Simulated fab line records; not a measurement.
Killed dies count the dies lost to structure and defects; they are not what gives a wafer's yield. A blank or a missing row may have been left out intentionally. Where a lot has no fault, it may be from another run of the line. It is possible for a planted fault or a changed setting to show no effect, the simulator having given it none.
Matching of chambers :: flow sky130 :: 4 sister chambers for SKY_VIA1_ETCH_15 on rie diel-01
The step etches SiO2 in C4F8/O2/Ar, stops on TiN, target depth 351 nm, time 54 s. 4 wafers are shown with their chamber, then 12 later ones without.

## EACH WAFER AND ITS CHAMBER
wafer: L089.2
chamber: 1
oes product au (a.u.): 0.993

wafer: L089.4
chamber: 0
oes product au (a.u.): 0.961

wafer: L089.5
chamber: 3
oes product au (a.u.): 0.981

wafer: L089.6
chamber: 2
oes product au (a.u.): 0.982

## WAFERS WHOSE CHAMBER IS MISSING
wafer: L087.1
oes product au (a.u.): 0.989

wafer: L087.2
oes product au (a.u.): 0.991

wafer: L087.3
oes product au (a.u.): 0.984

wafer: L087.4
oes product au (a.u.): 0.969

wafer: L087.5
oes product au (a.u.): 0.979

wafer: L087.6
oes product au (a.u.): 0.990

wafer: L092.3
oes product au (a.u.): 0.996

wafer: L092.4
oes product au (a.u.): 0.960

wafer: L092.5
oes product au (a.u.): 0.971

wafer: L096.4
oes product au (a.u.): 0.988

wafer: L096.5
oes product au (a.u.): 0.986

wafer: L096.6
oes product au (a.u.): 0.975

## WHICH CHAMBER EACH ONE RAN IN
wafer: L087.1
from the rows above: can't be placed: 1 or 2 or 3
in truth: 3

wafer: L087.2
from the rows above: can't be placed: 1 or 2 or 3
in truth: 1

wafer: L087.3
from the rows above: can't be placed: 2 or 3 or 1
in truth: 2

wafer: L087.4
from the rows above: can't be placed: 0 or 3 or 2
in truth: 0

wafer: L087.5
from the rows above: can't be placed: 3 or 2
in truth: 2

wafer: L087.6
from the rows above: can't be placed: 1 or 2 or 3
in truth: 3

wafer: L092.3
from the rows above: 1
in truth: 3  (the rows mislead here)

wafer: L092.4
from the rows above: 0
in truth: 0

wafer: L092.5
from the rows above: can't be placed: 0 or 3 or 2
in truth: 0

wafer: L096.4
from the rows above: can't be placed: 1 or 2 or 3
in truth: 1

wafer: L096.5
from the rows above: can't be placed: 2 or 3 or 1
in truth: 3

wafer: L096.6
from the rows above: can't be placed: 3 or 2 or 0
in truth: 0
Correctly placed: 1 of 12. Not placeable from these rows: 10 (in 10, the candidates include the true chamber). Wrongly placed: 1.
How it was worked out, from the rows above alone: a wafer's distance from a chamber is the root of the sum, over the readings, of the square of ((its reading less the chamber's mean) divided by the reading's scatter). The wafer belongs to the nearest chamber; if the next one is less than 2 further off, it can't be placed. Each chamber's mean is taken over the wafers shown for it. The scatter: root of mean squared gap, hidden wafer to nearest shown wafer, with one shown wafer a chamber.
